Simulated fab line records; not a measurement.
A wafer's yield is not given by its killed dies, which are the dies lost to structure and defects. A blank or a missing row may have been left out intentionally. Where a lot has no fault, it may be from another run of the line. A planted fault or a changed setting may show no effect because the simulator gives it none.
One fault through the eyes of 2 desks / flow gf180mcu / what lay behind the numbers comes last; until then each desk has only its own

== AT THE TOOL OWNER'S DESK: cvdW-02 ==
The tool's own readings at GF_V2_CVD_23 (deposits W, target thk 350 nm, time 104.94 s): means of the sampled wafers that have a number, for each lot that ran on this tool. The brackets show how far a lot's mean lies from the usual mean; more than 4 standard deviations puts the lot out of limits, marked OUT.
Columns: A = heaterPowerW at GF_V2_CVD_23, usual 880 W
lot=L119; first seen here=day 21 09:10; A=897
lot=L127; first seen here=day 24 05:20; A=884
lot=L139; first seen here=day 27 17:04; A=894
lot=L141; first seen here=day 28 08:49; A=885
This desk's finding: nothing out of limits on any of the 4 lots.

== FROM THE METROLOGY DESK ==
Means of the sampled wafers that have a number, per lot and without regard to the tool the lot ran on: this is what the gauges read. The brackets show how far a lot's mean lies from the usual mean; more than 4 standard deviations puts the lot out of limits, marked OUT.
Columns: A = cdNm at GF_V2_CD_MEAS_14, usual 260.4 nm; B = V2_OVL at GF_V2_OVL_MEAS_15, usual 3 nm; C = V2_W_RS at GF_V2_RS_MEAS_24, usual 0.331 ohm/sq; D = V2_W_THK at GF_V2_THK_MEAS_25, usual 336 nm
lot=L119; first seen here=day 21 08:11; A=259.6; B=-0; C=0.337; D=331
lot=L120; first seen here=day 21 12:54; A=259.2; B=7; C=0.327; D=339
lot=L127; first seen here=day 24 04:22; A=261.0; B=8; C=0.330; D=338
lot=L131; first seen here=day 25 12:39; A=260.5; B=3; C=0.325; D=344
lot=L139; first seen here=day 27 16:10; A=262.1; B=3; C=0.328; D=341
lot=L141; first seen here=day 28 07:48; A=261.7; B=9; C=0.329; D=339
This desk's finding: nothing out of limits on any of the 6 lots.

== TAKEN TOGETHER ==
The desk of the tool owner found nothing out of limits.
The metrology desk saw nothing out of limits.

== WHAT THE SIMULATOR HAD INSERTED ==
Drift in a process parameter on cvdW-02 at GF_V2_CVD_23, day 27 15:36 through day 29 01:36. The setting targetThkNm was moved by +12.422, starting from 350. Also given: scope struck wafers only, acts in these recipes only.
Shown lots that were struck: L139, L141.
